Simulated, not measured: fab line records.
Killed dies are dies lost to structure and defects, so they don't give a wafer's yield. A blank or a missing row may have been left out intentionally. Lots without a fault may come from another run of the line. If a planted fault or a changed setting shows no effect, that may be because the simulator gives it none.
2 desks looking at one fault / flow gf180mcu / each desk has only its own numbers; what lay behind them comes last

METROLOGY DESK
What the gauges read for every lot (on any tool): the sampled wafers with a number, averaged. If a lot's mean is further than 4 standard deviations from the usual mean, the lot is out of limits and carries the mark OUT (the distance appears in the brackets).
Columns: A = M3_ALCU_RS at GF_M3_RS_MEAS_05, usual 0.0694 ohm/sq; B = V3_CVD_00_THK at GF_V3_THK_MEAS_01, usual 601 nm
lot=L218; first seen here=day 21 11:22; A=0.0699; B=603
lot=L219; first seen here=day 21 14:14; A=0.0696; B=602
lot=L220; first seen here=day 21 19:50; A=0.0685; B=602
lot=L223; first seen here=day 22 08:50; A=0.0691; B=606
lot=L226; first seen here=day 23 11:54; A=0.0701; B=604
lot=L232; first seen here=day 25 11:46; A=0.0689; B=602
lot=L233; first seen here=day 25 20:01; A=0.0689; B=604
lot=L234; first seen here=day 26 06:31; A=0.0694; B=596
lot=L235; first seen here=day 26 15:38; A=0.0698; B=594
lot=L236; first seen here=day 27 00:16; A=0.0690; B=595
lot=L237; first seen here=day 27 05:50; A=0.0698; B=607
lot=L238; first seen here=day 27 15:59; A=0.0699; B=603
lot=L239; first seen here=day 27 16:17; A=0.0683; B=605
lot=L240; first seen here=day 27 23:07; A=0.0695; B=606
Result from this desk: across the 14 lots, nothing is out of limits.

DESK OF THE TOOL OWNER: lithoTrack-03
The tool's own readings at GF_V3_DEVELOP_13 (develop time 60 s): means of the sampled wafers that have a number, for each lot that ran on this tool. If a lot's mean is further than 4 standard deviations from the usual mean, the lot is out of limits and carries the mark OUT (the distance appears in the brackets).
Columns: A = developerTempC at GF_V3_DEVELOP_13, usual 20.98 C
lot=L219; first seen here=day 23 13:51; A=21.00
lot=L223; first seen here=day 24 08:11; A=18.93 (-21) OUT
lot=L226; first seen here=day 25 08:51; A=18.92 (-21) OUT
lot=L238; first seen here=day 29 08:23; A=21.08
lot=L239; first seen here=day 29 09:18; A=21.06
lot=L240; first seen here=day 29 15:12; A=21.09
This desk's verdict: out of limits on L223, L226, starting with L223 at day 24 08:11 (developerTempC at GF_V3_DEVELOP_13). L219, L238, L239, L240: within limits.

BROUGHT TOGETHER
At day 24 08:11, on L223, L226, the tool owner's desk was in a position to raise an alarm.
Metrology desk: nothing out of limits seen.
The metrology desk has L223, L226 on record, within its limits.
Every lot named ran GF_V3_DEVELOP_13 on lithoTrack-03.

WHAT HAD BEEN PUT IN BY THE SIMULATOR
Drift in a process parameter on lithoTrack-03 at GF_V3_DEVELOP_13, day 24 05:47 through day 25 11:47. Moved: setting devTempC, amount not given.
Lots struck among those shown: L223, L226.
Time in hours from fault onset to the first out-of-limits reading at each desk: the tool owner's desk, 2.
